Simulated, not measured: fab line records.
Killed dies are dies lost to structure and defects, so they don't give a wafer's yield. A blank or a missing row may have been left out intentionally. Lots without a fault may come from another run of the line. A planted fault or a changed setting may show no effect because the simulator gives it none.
Matching of chambers	flow sky130	SKY_FIELD_ISO_CMP_27 on cmp-02 has 4 sister chambers
The step polishes, stops on Si3N4, t overpolish 16 s, target thk 457.8 nm. 8 wafers are shown with their chamber, then 8 later ones without.

== WAFERS PAIRED WITH THEIR CHAMBERS ==
wafer	chamber	motor-current-A (A)	time-to-endpoint-s (s)
L195.3	1	11.4	118
L195.5	0	12.2	114
L197.3	0	11.5	117
L197.4	3	12.6	113
L199.1	1	11.9	117
L199.3	3	12.2	112
L199.4	2	11.4	115
L208.2	2	11.5	109

== WAFERS WITHOUT THEIR CHAMBER ==
wafer	motor-current-A (A)	time-to-endpoint-s (s)
L208.5	11.9	110
L208.6	11.9	105
L211.2	11.6	108
L211.4	11.7	107
L211.6	10.8	116
L213.1	11.4	116
L213.4	11.5	111
L213.5	11.7	111

== CHAMBER TAKEN BY EACH ==
wafer	from the rows above	in truth
L208.5	can't be placed: 2 or 3 or 0 or 1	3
L208.6	can't be placed: 2 or 3 or 0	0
L211.2	can't be placed: 2 or 3 or 0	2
L211.4	can't be placed: 2 or 3 or 0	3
L211.6	can't be placed: 2 or 1 or 0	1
L213.1	can't be placed: 1 or 0 or 2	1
L213.4	can't be placed: 2 or 0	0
L213.5	can't be placed: 2 or 0 or 3 or 1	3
Correct placement for 0 of the 8. Can't be placed from these rows: 8 (the true chamber is among the candidates in 8). Placed wrongly: 0.
How it was worked out, from the rows above alone: a wafer's distance from a chamber is the root of the sum, over the readings, of the square of ((its reading less the chamber's mean) divided by the reading's scatter). The wafer belongs to the nearest chamber; if the next one is less than 2 further off, it can't be placed. A chamber's mean is the mean of its shown wafers. The scatter is the square root of a quotient: the sum, over the shown wafers, of each reading's squared deviation from its chamber's mean, divided by wafers minus chambers.
